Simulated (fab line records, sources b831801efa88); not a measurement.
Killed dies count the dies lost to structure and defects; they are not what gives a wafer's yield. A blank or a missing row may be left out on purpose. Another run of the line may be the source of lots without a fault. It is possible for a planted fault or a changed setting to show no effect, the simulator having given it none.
The tool behind it: which one? / flow sky130 / 24 lots, 72 wafers sampled, at 6 steps of a route of 708

## WHAT EACH GAUGE READ, for each wafer
SKY_FIELD_ISO_THK_MEAS_02. Usual: FIELD_ISO_OXIDATION_00_THK gives 12.37 nm (standard deviation 0.23).
lot=L074; measured=day 1 12:32; on=filmMetro-01; FIELD_ISO_OXIDATION_00_THK (nm)=12.28 12.14 12.31; flag=
lot=L075; measured=day 1 17:21; on=filmMetro-01; FIELD_ISO_OXIDATION_00_THK (nm)=12.58 12.74 12.83; flag=
lot=L076; measured=day 1 23:13; on=filmMetro-02; FIELD_ISO_OXIDATION_00_THK (nm)=12.30 12.08 12.53; flag=
lot=L077; measured=day 2 03:11; on=filmMetro-04; FIELD_ISO_OXIDATION_00_THK (nm)=12.36 12.20 12.38; flag=
lot=L078; measured=day 2 08:20; on=filmMetro-04; FIELD_ISO_OXIDATION_00_THK (nm)=12.16 12.22 11.88; flag=
lot=L079; measured=day 2 12:50; on=filmMetro-04; FIELD_ISO_OXIDATION_00_THK (nm)=12.59 12.66 12.73; flag=
lot=L080; measured=day 2 18:08; on=filmMetro-02; FIELD_ISO_OXIDATION_00_THK (nm)=12.61 12.57 12.58; flag=
lot=L081; measured=day 2 22:38; on=filmMetro-01; FIELD_ISO_OXIDATION_00_THK (nm)=12.20 12.45 12.35; flag=
lot=L082; measured=day 3 05:22; on=filmMetro-04; FIELD_ISO_OXIDATION_00_THK (nm)=12.53 12.58 12.50; flag=
lot=L083; measured=day 3 09:34; on=filmMetro-02; FIELD_ISO_OXIDATION_00_THK (nm)=12.38 12.56 12.54; flag=
lot=L084; measured=day 3 13:59; on=filmMetro-04; FIELD_ISO_OXIDATION_00_THK (nm)=12.43 12.45 12.48; flag=
lot=L085; measured=day 3 19:45; on=filmMetro-01; FIELD_ISO_OXIDATION_00_THK (nm)=12.08 11.95 12.18; flag=
lot=L086; measured=day 4 00:11; on=filmMetro-02; FIELD_ISO_OXIDATION_00_THK (nm)=12.37 12.34 12.39; flag=
lot=L087; measured=day 4 05:53; on=filmMetro-01; FIELD_ISO_OXIDATION_00_THK (nm)=12.51 12.37 12.62; flag=
lot=L088; measured=day 4 10:19; on=filmMetro-01; FIELD_ISO_OXIDATION_00_THK (nm)=12.16 12.34 11.97; flag=
lot=L089; measured=day 4 14:40; on=filmMetro-01; FIELD_ISO_OXIDATION_00_THK (nm)=12.54 12.71 12.53; flag=
lot=L090; measured=day 4 20:20; on=filmMetro-04; FIELD_ISO_OXIDATION_00_THK (nm)=12.43 12.35 12.37; flag=
lot=L091; measured=day 5 00:44; on=filmMetro-01; FIELD_ISO_OXIDATION_00_THK (nm)=12.29 12.38 12.41; flag=
lot=L092; measured=day 5 05:38; on=filmMetro-01; FIELD_ISO_OXIDATION_00_THK (nm)=12.47 12.81 12.65; flag=
lot=L093; measured=day 5 10:38; on=filmMetro-02; FIELD_ISO_OXIDATION_00_THK (nm)=12.33 12.24 12.05; flag=
lot=L094; measured=day 5 15:38; on=filmMetro-02; FIELD_ISO_OXIDATION_00_THK (nm)=12.46 12.51 12.47; flag=
lot=L095; measured=day 5 21:02; on=filmMetro-02; FIELD_ISO_OXIDATION_00_THK (nm)=12.00 11.91 12.08; flag=
lot=L096; measured=day 6 01:40; on=filmMetro-01; FIELD_ISO_OXIDATION_00_THK (nm)=12.08 12.17 12.15; flag=
lot=L097; measured=day 6 06:58; on=filmMetro-02; FIELD_ISO_OXIDATION_00_THK (nm)=12.05 12.17 12.20; flag=

SKY_VT_ADJUST_HVTR_TW_MEAS_11. Usual: VT_ADJUST_HVTR_TW gives 210.4 (standard deviation 1.3).
lot=L074; measured=day 9 15:58; on=filmMetro-02; VT_ADJUST_HVTR_TW=210.6 210.3 210.6; flag=
lot=L075; measured=day 9 23:22; on=filmMetro-01; VT_ADJUST_HVTR_TW=209.9 209.9 210.6; flag=
lot=L076; measured=day 10 03:11; on=filmMetro-02; VT_ADJUST_HVTR_TW=209.8 209.2 207.6; flag=
lot=L077; measured=day 10 07:59; on=filmMetro-01; VT_ADJUST_HVTR_TW=212.9 213.9 213.4; flag=
lot=L078; measured=day 10 18:35; on=filmMetro-02; VT_ADJUST_HVTR_TW=209.0 210.3 209.3; flag=
lot=L079; measured=day 10 23:38; on=filmMetro-01; VT_ADJUST_HVTR_TW=213.0 212.1 213.2; flag=
lot=L080; measured=day 11 05:32; on=filmMetro-02; VT_ADJUST_HVTR_TW=209.7 209.8 209.3; flag=
lot=L081; measured=day 11 12:29; on=filmMetro-01; VT_ADJUST_HVTR_TW=210.5 210.6 210.5; flag=
lot=L082; measured=day 12 00:40; on=filmMetro-02; VT_ADJUST_HVTR_TW=209.1 209.9 210.4; flag=
lot=L083; measured=day 12 05:02; on=filmMetro-02; VT_ADJUST_HVTR_TW=209.6 208.5 209.2; flag=
lot=L084; measured=day 12 15:26; on=filmMetro-02; VT_ADJUST_HVTR_TW=208.8 209.7 210.6; flag=
lot=L085; measured=day 12 17:29; on=filmMetro-01; VT_ADJUST_HVTR_TW=212.4 211.6 211.7; flag=
lot=L086; measured=day 13 04:54; on=filmMetro-03; VT_ADJUST_HVTR_TW=211.3 209.6 211.3; flag=
lot=L087; measured=day 13 09:44; on=filmMetro-03; VT_ADJUST_HVTR_TW=209.4 210.8 210.7; flag=
lot=L088; measured=day 13 18:09; on=filmMetro-01; VT_ADJUST_HVTR_TW=210.4 211.1 211.9; flag=
lot=L089; measured=day 13 23:55; on=filmMetro-02; VT_ADJUST_HVTR_TW=211.0 210.4 212.3; flag=
lot=L090; measured=day 14 09:17; on=filmMetro-02; VT_ADJUST_HVTR_TW=210.6 209.9 210.3; flag=
lot=L091; measured=day 14 17:52; on=filmMetro-03; VT_ADJUST_HVTR_TW=210.0 210.0 209.7; flag=
lot=L092; measured=day 15 02:23; on=filmMetro-02; VT_ADJUST_HVTR_TW=208.4 209.1 208.6; flag=
lot=L093; measured=day 15 06:29; on=filmMetro-01; VT_ADJUST_HVTR_TW=212.1 211.7 212.2; flag=
lot=L094; measured=day 15 15:17; on=filmMetro-02; VT_ADJUST_HVTR_TW=209.9 207.9 209.3; flag=
lot=L095; measured=day 15 22:14; on=filmMetro-03; VT_ADJUST_HVTR_TW=208.5 209.0 210.1; flag=
lot=L096; measured=day 16 04:55; on=filmMetro-03; VT_ADJUST_HVTR_TW=211.4 211.5 211.2; flag=
lot=L097; measured=day 16 09:32; on=filmMetro-03; VT_ADJUST_HVTR_TW=211.8 211.9 209.9; flag=

SKY_SONOS_ONO_THK_MEAS_03. Usual: SONOS_ONO_CVD_02_THK gives 10.57 nm (standard deviation 0.13).
lot=L074; measured=day 11 20:15; on=filmMetro-02; SONOS_ONO_CVD_02_THK (nm)=10.66 10.90 10.70; flag=
lot=L075; measured=day 12 01:57; on=filmMetro-01; SONOS_ONO_CVD_02_THK (nm)=10.70 10.67 10.70; flag=
lot=L076; measured=day 12 08:25; on=filmMetro-02; SONOS_ONO_CVD_02_THK (nm)=10.70 10.64 10.63; flag=
lot=L077; measured=day 12 11:59; on=filmMetro-04; SONOS_ONO_CVD_02_THK (nm)=10.41 10.36 10.41; flag=
lot=L078; measured=day 12 22:50; on=filmMetro-02; SONOS_ONO_CVD_02_THK (nm)=10.58 10.64 10.76; flag=
lot=L079; measured=day 13 03:02; on=filmMetro-04; SONOS_ONO_CVD_02_THK (nm)=10.51 10.55 10.55; flag=
lot=L080; measured=day 13 09:56; on=filmMetro-02; SONOS_ONO_CVD_02_THK (nm)=10.50 10.48 10.56; flag=
lot=L081; measured=day 13 17:55; on=filmMetro-04; SONOS_ONO_CVD_02_THK (nm)=10.44 10.51 10.47; flag=
lot=L082; measured=day 14 09:19; on=filmMetro-01; SONOS_ONO_CVD_02_THK (nm)=10.52 10.49 10.59; flag=
lot=L083; measured=day 14 12:32; on=filmMetro-02; SONOS_ONO_CVD_02_THK (nm)=10.57 10.51 10.52; flag=
lot=L084; measured=day 14 22:32; on=filmMetro-01; SONOS_ONO_CVD_02_THK (nm)=10.65 10.70 10.69; flag=
lot=L085; measured=day 15 01:55; on=filmMetro-02; SONOS_ONO_CVD_02_THK (nm)=10.44 10.42 10.58; flag=
lot=L086; measured=day 15 15:23; on=filmMetro-01; SONOS_ONO_CVD_02_THK (nm)=10.52 10.55 10.39; flag=
lot=L087; measured=day 15 20:37; on=filmMetro-01; SONOS_ONO_CVD_02_THK (nm)=10.50 10.45 10.52; flag=
lot=L088; measured=day 16 03:14; on=filmMetro-04; SONOS_ONO_CVD_02_THK (nm)=10.67 10.60 10.69; flag=
lot=L089; measured=day 16 10:58; on=filmMetro-04; SONOS_ONO_CVD_02_THK (nm)=10.72 10.66 10.61; flag=
lot=L090; measured=day 16 20:13; on=filmMetro-04; SONOS_ONO_CVD_02_THK (nm)=10.27 10.33 10.34; flag=
lot=L091; measured=day 17 07:51; on=filmMetro-04; SONOS_ONO_CVD_02_THK (nm)=10.59 10.60 10.53; flag=
lot=L092; measured=day 17 17:47; on=filmMetro-04; SONOS_ONO_CVD_02_THK (nm)=10.62 10.49 10.59; flag=
lot=L093; measured=day 17 22:28; on=filmMetro-04; SONOS_ONO_CVD_02_THK (nm)=10.46 10.58 10.67; flag=
lot=L094; measured=day 18 08:10; on=filmMetro-01; SONOS_ONO_CVD_02_THK (nm)=10.46 10.38 10.34; flag=
lot=L095; measured=day 18 14:55; on=filmMetro-04; SONOS_ONO_CVD_02_THK (nm)=10.82 10.76 10.93; flag=
lot=L096; measured=day 18 22:16; on=filmMetro-01; SONOS_ONO_CVD_02_THK (nm)=10.67 10.77 10.75; flag=
lot=L097; measured=day 19 01:05; on=filmMetro-01; SONOS_ONO_CVD_02_THK (nm)=10.45 10.58 10.51; flag=

SKY_VIA3_BOW_MEAS_03. Usual: VIA3_BOW gives 79 um (standard deviation 7.1).
lot=L074; measured=day 38 19:44; on=filmMetro-03; VIA3_BOW (um)=76 81 90; flag=
lot=L075; measured=day 39 05:34; on=filmMetro-02; VIA3_BOW (um)=74 79 73; flag=
lot=L076; measured=day 39 09:10; on=filmMetro-04; VIA3_BOW (um)=79 85 83; flag=
lot=L077; measured=day 39 20:10; on=filmMetro-03; VIA3_BOW (um)=80 83 84; flag=
lot=L078; measured=day 40 02:40; on=filmMetro-03; VIA3_BOW (um)=73 79 81; flag=
lot=L079; measured=day 40 05:31; on=filmMetro-04; VIA3_BOW (um)=71 79 74; flag=
lot=L080; measured=day 40 14:24; on=filmMetro-03; VIA3_BOW (um)=80 69 75; flag=
lot=L081; measured=day 40 20:48; on=filmMetro-04; VIA3_BOW (um)=72 74 80; flag=
lot=L082; measured=day 41 09:25; on=filmMetro-02; VIA3_BOW (um)=76 67 72; flag=
lot=L083; measured=day 41 14:39; on=filmMetro-03; VIA3_BOW (um)=76 80 65; flag=
lot=L084; measured=day 41 19:04; on=filmMetro-04; VIA3_BOW (um)=87 82 80; flag=
lot=L085; measured=day 42 00:59; on=filmMetro-03; VIA3_BOW (um)=75 81 75; flag=
lot=L086; measured=day 42 07:47; on=filmMetro-03; VIA3_BOW (um)=75 76 58; flag=
lot=L087; measured=day 42 15:35; on=filmMetro-03; VIA3_BOW (um)=82 88 86; flag=
lot=L088; measured=day 42 22:16; on=filmMetro-02; VIA3_BOW (um)=90 73 80; flag=
lot=L089; measured=day 43 06:41; on=filmMetro-04; VIA3_BOW (um)=85 84 85; flag=
lot=L090; measured=day 43 10:14; on=filmMetro-04; VIA3_BOW (um)=70 75 67; flag=
lot=L091; measured=day 43 19:45; on=filmMetro-03; VIA3_BOW (um)=72 79 78; flag=
lot=L092; measured=day 43 23:59; on=filmMetro-03; VIA3_BOW (um)=92 78 83; flag=
lot=L093; measured=day 44 05:13; on=filmMetro-04; VIA3_BOW (um)=69 102 78; flag=
lot=L094; measured=day 44 12:40; on=filmMetro-04; VIA3_BOW (um)=88 72 82; flag=
lot=L095; measured=day 44 17:53; on=filmMetro-03; VIA3_BOW (um)=88 79 83; flag=
lot=L096; measured=day 44 22:26; on=filmMetro-02; VIA3_BOW (um)=76 75 90; flag=
lot=L097; measured=day 45 11:19; on=filmMetro-04; VIA3_BOW (um)=97 93 82; flag=

SKY_VIA4_BOW_MEAS_03. Usual: VIA4_BOW gives 80 um (standard deviation 7.8).
lot=L074; measured=day 42 00:14; on=filmMetro-02; VIA4_BOW (um)=80 83 91; flag=
lot=L075; measured=day 42 10:39; on=filmMetro-01; VIA4_BOW (um)=74 81 76; flag=
lot=L076; measured=day 42 14:37; on=filmMetro-02; VIA4_BOW (um)=79 86 83; flag=
lot=L077; measured=day 42 22:57; on=filmMetro-01; VIA4_BOW (um)=88 89 89; flag=
lot=L078; measured=day 43 06:47; on=filmMetro-01; VIA4_BOW (um)=76 83 86; flag=
lot=L079; measured=day 43 09:15; on=filmMetro-04; VIA4_BOW (um)=72 81 76; flag=
lot=L080; measured=day 43 18:48; on=filmMetro-04; VIA4_BOW (um)=77 66 71; flag=
lot=L081; measured=day 43 23:14; on=filmMetro-02; VIA4_BOW (um)=71 73 79; flag=
lot=L082; measured=day 44 10:29; on=filmMetro-04; VIA4_BOW (um)=77 67 74; flag=
lot=L083; measured=day 44 16:44; on=filmMetro-01; VIA4_BOW (um)=74 80 64; flag=
lot=L084; measured=day 44 20:13; on=filmMetro-01; VIA4_BOW (um)=87 84 79; flag=
lot=L085; measured=day 45 02:07; on=filmMetro-01; VIA4_BOW (um)=80 84 80; flag=
lot=L086; measured=day 45 08:03; on=filmMetro-01; VIA4_BOW (um)=76 76 59; flag=
lot=L087; measured=day 45 15:41; on=filmMetro-01; VIA4_BOW (um)=89 94 92; flag=
lot=L088; measured=day 45 20:49; on=filmMetro-01; VIA4_BOW (um)=90 75 80; flag=
lot=L089; measured=day 46 03:44; on=filmMetro-04; VIA4_BOW (um)=89 89 90; flag=
lot=L090; measured=day 46 08:10; on=filmMetro-04; VIA4_BOW (um)=67 71 64; flag=
lot=L091; measured=day 46 16:08; on=filmMetro-01; VIA4_BOW (um)=74 82 80; flag=
lot=L092; measured=day 46 20:09; on=filmMetro-04; VIA4_BOW (um)=93 79 85; flag=
lot=L093; measured=day 47 00:34; on=filmMetro-02; VIA4_BOW (um)=68 101 77; flag=
lot=L094; measured=day 47 08:26; on=filmMetro-04; VIA4_BOW (um)=92 77 86; flag=
lot=L095; measured=day 47 13:52; on=filmMetro-01; VIA4_BOW (um)=90 79 83; flag=
lot=L096; measured=day 47 16:31; on=filmMetro-01; VIA4_BOW (um)=79 76 92; flag=
lot=L097; measured=day 48 03:52; on=filmMetro-04; VIA4_BOW (um)=99 94 83; flag=

## WHAT TOOL EACH LOT RAN ON (gives the tool, then ch and the chambers of the sampled wafers, and finally the start)
lot=L074; SKY_VIA1_ETCH_15=rieDiel-03 ch 1,2,3, day 34 03:53
lot=L075; SKY_VIA1_ETCH_15=rieDiel-02 ch 0,2,3, day 34 14:11
lot=L076; SKY_VIA1_ETCH_15=rieDiel-02 ch 0,1, day 34 18:35
lot=L077; SKY_VIA1_ETCH_15=rieDiel-04 ch 0,1,2, day 35 05:07
lot=L078; SKY_VIA1_ETCH_15=rieDiel-02 ch 0,3, day 35 12:32
lot=L079; SKY_VIA1_ETCH_15=rieDiel-02 ch 0,1,3, day 35 15:52
lot=L080; SKY_VIA1_ETCH_15=rieDiel-04 ch 0,2,3, day 36 00:41
lot=L081; SKY_VIA1_ETCH_15=rieDiel-03 ch 1,2,3, day 36 09:23
lot=L082; SKY_VIA1_ETCH_15=rieDiel-03 ch 0,3, day 36 21:56
lot=L083; SKY_VIA1_ETCH_15=rieDiel-02 ch 1,2,3, day 37 03:02
lot=L084; SKY_VIA1_ETCH_15=rieDiel-02 ch 1,3, day 37 08:44
lot=L085; SKY_VIA1_ETCH_15=rieDiel-02 ch 0,3, day 37 15:59
lot=L086; SKY_VIA1_ETCH_15=rieDiel-03 ch 1,2,3, day 37 22:50
lot=L087; SKY_VIA1_ETCH_15=rieDiel-02 ch 1,3, day 38 06:14
lot=L088; SKY_VIA1_ETCH_15=rieDiel-02 ch 2,3, day 38 13:28
lot=L089; SKY_VIA1_ETCH_15=rieDiel-02 ch 0,3, day 38 21:52
lot=L090; SKY_VIA1_ETCH_15=rieDiel-04 ch 0,1, day 39 02:23
lot=L091; SKY_VIA1_ETCH_15=rieDiel-03 ch 1,2,3, day 39 13:23
lot=L092; SKY_VIA1_ETCH_15=rieDiel-02 ch 1,2, day 39 18:35
lot=L093; SKY_VIA1_ETCH_15=rieDiel-02 ch 0,1, day 39 22:47
lot=L094; SKY_VIA1_ETCH_15=rieDiel-03 ch 1,2, day 40 07:49
lot=L095; SKY_VIA1_ETCH_15=rieDiel-04 ch 1,2, day 40 12:52
lot=L096; SKY_VIA1_ETCH_15=rieDiel-03 ch 0,1,3, day 40 18:32
lot=L097; SKY_VIA1_ETCH_15=rieDiel-02 ch 0,1,3, day 41 08:56
- SKY_VIA1_ETCH_15: etches SiO2 in C4F8/O2/Ar, stops on TiN, target depth 351 nm, time 54 s.

## AS READ BY THE TOOLS THEMSELVES (means over the sampled wafers that have a number; for cases with no such wafer, the mark the record gives instead)
SKY_VIA1_ETCH_15. Usual: 0.980 a.u. for oesProductAu, sd 0.0066.
lot=L074; tool=rieDiel-03; oesProductAu (a.u.)=0.985; flag=
lot=L075; tool=rieDiel-02; oesProductAu (a.u.)=0.980; flag=
lot=L076; tool=rieDiel-02; oesProductAu (a.u.)=0.980; flag=
lot=L077; tool=rieDiel-04; oesProductAu (a.u.)=0.984; flag=
lot=L078; tool=rieDiel-02; oesProductAu (a.u.)=0.978; flag=
lot=L079; tool=rieDiel-02; oesProductAu (a.u.)=0.982; flag=
lot=L080; tool=rieDiel-04; oesProductAu (a.u.)=0.984; flag=
lot=L081; tool=rieDiel-03; oesProductAu (a.u.)=0.979; flag=
lot=L082; tool=rieDiel-03; oesProductAu (a.u.)=0.981; flag=
lot=L083; tool=rieDiel-02; oesProductAu (a.u.)=0.976; flag=
lot=L084; tool=rieDiel-02; oesProductAu (a.u.)=0.986; flag=
lot=L085; tool=rieDiel-02; oesProductAu (a.u.)=0.985; flag=
lot=L086; tool=rieDiel-03; oesProductAu (a.u.)=0.983; flag=
lot=L087; tool=rieDiel-02; oesProductAu (a.u.)=0.984; flag=
lot=L088; tool=rieDiel-02; oesProductAu (a.u.)=0.975; flag=
lot=L089; tool=rieDiel-02; oesProductAu (a.u.)=0.977; flag=
lot=L090; tool=rieDiel-04; oesProductAu (a.u.)=0.980; flag=
lot=L091; tool=rieDiel-03; oesProductAu (a.u.)=0.979; flag=
lot=L092; tool=rieDiel-02; oesProductAu (a.u.)=0.977; flag=
lot=L093; tool=rieDiel-02; oesProductAu (a.u.)=0.984; flag=
lot=L094; tool=rieDiel-03; oesProductAu (a.u.)=0.987; flag=
lot=L095; tool=rieDiel-04; oesProductAu (a.u.)=0.983; flag=
lot=L096; tool=rieDiel-03; oesProductAu (a.u.)=0.981; flag=
lot=L097; tool=rieDiel-02; oesProductAu (a.u.)=0.977; flag=

## THE ANSWER, worked out from the rows above alone
Rule: a lot counts as off when the mean over its wafers that have a number is more than 3 standard deviations away from the usual mean. Also off: a lot with no number at a reading for which 4 or more lots have one. The other lots that the step has rows for count as sound. First the gauges in route order, then the tools' own readings, where a lot's mean is used as printed above. At the first step where some lot is off, the reading lying furthest off is the one used; lots without a number count as furthest.
No lot is off at any reading shown: from this, nothing can be told.

## WHAT THE SIMULATOR HAD PUT IN
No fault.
